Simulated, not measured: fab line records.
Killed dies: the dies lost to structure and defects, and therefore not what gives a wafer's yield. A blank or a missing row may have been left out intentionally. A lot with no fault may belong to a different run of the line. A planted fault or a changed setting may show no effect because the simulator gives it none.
A struck lot beside a sound one | flow gf180mcu | 14 steps out of a route of 602
Sound: wafers L774.3, L774.4, L774.5. Wafers L788.2, L788.3, L788.6 were the ones struck. The cause is given at the end.
At each step with rows: each side's tool, then ch and its chambers, then its first start. Under that, the readings that differ: sound wafers | struck wafers | difference of the means | sigmas: that difference in standard deviations of wafers without a fault.
alike: same words and numbers on both sides, and readings whose means sit less than 2 such deviations apart. not compared: any withheld reading, any reading some wafer has no value for, any bound like >300 that may hide the same value, and any number with overlapping values for which the record gives no deviation.
A row with sigmas, a row that says differs or no value, or rows on one side alone: a step with any of these is where the two part. Numbers that have no deviation but don't overlap get no sigmas and don't part them. A reading missing from all wafers of one side parts the sides only when that side holds two or more wafers.

first, 3 steps without rows for these wafers: GF_V2_STRIP_18 (strips in O2/N2); GF_V2_STRIP_19 (strips in post etch residue remover, time 1200 s); GF_V2_CLEAN_20 (cleans in DIW).
GF_V2_SPUTTER_21: material Ti, target thk 15 nm, time 80.02 s.
  sound: pvdSputter-02 at day 20 08:44; struck: pvdSputter-04 at day 25 09:59
  alike: cathodeDcPowerW, chamberPressurePa, throttleValvePct
then, 1 step without rows for these wafers: GF_V2_SPUTTER_22 (material TiN, target thk 10 nm, time 40 s).
GF_V2_CVD_23: deposits W, target thk 350 nm, time 104.94 s.
  sound on cvdW-01 ch 0,1, day 20 08:52; struck on cvdW-01 ch 0,1, day 25 10:05
  alike: heaterPowerW
GF_V2_RS_MEAS_24: the measuring method here is four-point-probe.
  sound: filmMetro-02 at day 20 08:59; struck: filmMetro-02 at day 25 10:13
  alike: V2_W_RS
GF_V2_THK_MEAS_25: measures by xrf.
  sound: filmMetro-02 at day 20 09:05; struck: filmMetro-02 at day 25 10:20
  alike: V2_W_THK
then, 1 step without rows for these wafers: GF_V2_CMP_26 (polishes, stops on SiO2, t overpolish 15 s, target thk 0 nm).
GF_M3_SPUTTER_00: material Ti, target thk 37.5 nm, time 150 s.
  sound: pvdSputter-01 at day 20 09:26; struck: pvdSputter-01 at day 25 10:41
  alike: cathodeDcPowerW, chamberPressurePa, throttleValvePct
GF_M3_SPUTTER_01: material TiN, target thk 30 nm, time 25 s.
  sound: pvdSputter-01 at day 20 09:32; struck: pvdSputter-01 at day 25 10:47
  alike: cathodeDcPowerW, chamberPressurePa, throttleValvePct
GF_M3_SPUTTER_02: material AlCu, target thk 450 nm, time 23.9 s.
  sound: pvdSputter-01 at day 20 09:34; struck: pvdSputter-01 at day 25 10:49
  alike: cathodeDcPowerW, chamberPressurePa, throttleValvePct
GF_M3_SPUTTER_03: material Ti, target thk 10 nm, time 6.7 s.
  sound: pvdSputter-01 at day 20 09:35; struck: pvdSputter-01 at day 25 10:50
  no value came back on the struck wafers for cathodeDcPowerW (W), chamberPressurePa (Pa), throttleValvePct (%); on the sound wafers cathodeDcPowerW (W) reads 3000.1 3000.1 2999.5
then, 1 step without rows for these wafers: GF_M3_SPUTTER_04 (material TiN, target thk 50 nm, time 41.7 s).

## WHERE THEY PART
Only at GF_M3_SPUTTER_03, within this record.

WHY: what had been put in by the simulator
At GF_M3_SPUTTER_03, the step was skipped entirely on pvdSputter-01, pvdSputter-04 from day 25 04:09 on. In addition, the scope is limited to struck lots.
